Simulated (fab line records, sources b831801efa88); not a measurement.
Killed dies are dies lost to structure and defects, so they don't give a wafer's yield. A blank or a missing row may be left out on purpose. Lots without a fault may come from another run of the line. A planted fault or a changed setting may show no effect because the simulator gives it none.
Which tool did it? | flow sky130 | 6 lots, 18 wafers sampled, at 2 steps of a route of 708

WHAT THE GAUGES READ, wafer by wafer
SKY_CONTACT_CD_MEAS_14: target cd 170 nm.
lot  | measured     | on        | cd_nm (nm)
L132 | day 32 03:58 | cd_sem-02 | 171.5 171.8 171.0
L136 | day 33 17:58 | cd_sem-01 | 170.4 170.3 172.1
L142 | day 36 01:10 | cd_sem-01 | 170.0 170.5 170.6
L147 | day 37 00:10 | cd_sem-02 | 165.6 164.1 164.8
L151 | day 38 10:22 | cd_sem-02 | 168.7 168.8 170.2
L153 | day 38 18:37 | cd_sem-02 | 168.8 168.1 168.9

WHICH TOOL RAN EACH LOT (tool, then ch and the chambers of the sampled wafers, then the start)
lot  | SKY_CONTACT_COAT_09
L132 | litho_track-03 ch 0, day 31 14:00
L136 | litho_track-02 ch 0, day 33 04:00
L142 | litho_track-01 ch 0, day 35 11:00
L147 | litho_track-01 ch 0, day 36 10:00
L151 | litho_track-03 ch 0, day 37 19:00
L153 | litho_track-03 ch 0, day 38 05:00
- SKY_CONTACT_COAT_09: resist thk 450 nm.

THE ANSWER, worked out from the rows above alone
Rule: what is usual is taken from the lots themselves. Put in order of their means at a reading, lots are off if they are a third of the lots or fewer, leave a main group of 4 or more, and stand apart from it by a gap of 3 or more times the standard deviation of the main group's means; of several such gaps the widest counts. A main group whose means are all the same, to the digits that the tables above print for the reading, isn't used. A lot without any number at a reading at which 4 lots or more have one is off too. The other lots that the step has rows for count as sound.
Off: L147, at SKY_CONTACT_CD_MEAS_14 (cd_nm). The main group: mean 170.1 nm, standard deviation 1.1.
A tool fits if, at a process step before that reading, it ran every lot that is off, and no sound lot after the first of them. The gauges at SKY_CONTACT_CD_MEAS_14 are tried like those tools. One fits: litho_track-01 at SKY_CONTACT_COAT_09. Its last sound lot is L142 (day 35 11:00), its first lot that is off L147 (day 36 10:00): a fault that began between those two fits.

WHAT THE SIMULATOR HAD PUT IN
Process parameter drift: litho_track-01, from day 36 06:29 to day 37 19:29, at SKY_CONTACT_COAT_09. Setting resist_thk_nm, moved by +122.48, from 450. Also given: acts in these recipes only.
Lots struck among those shown: L147. The rule above found the same.
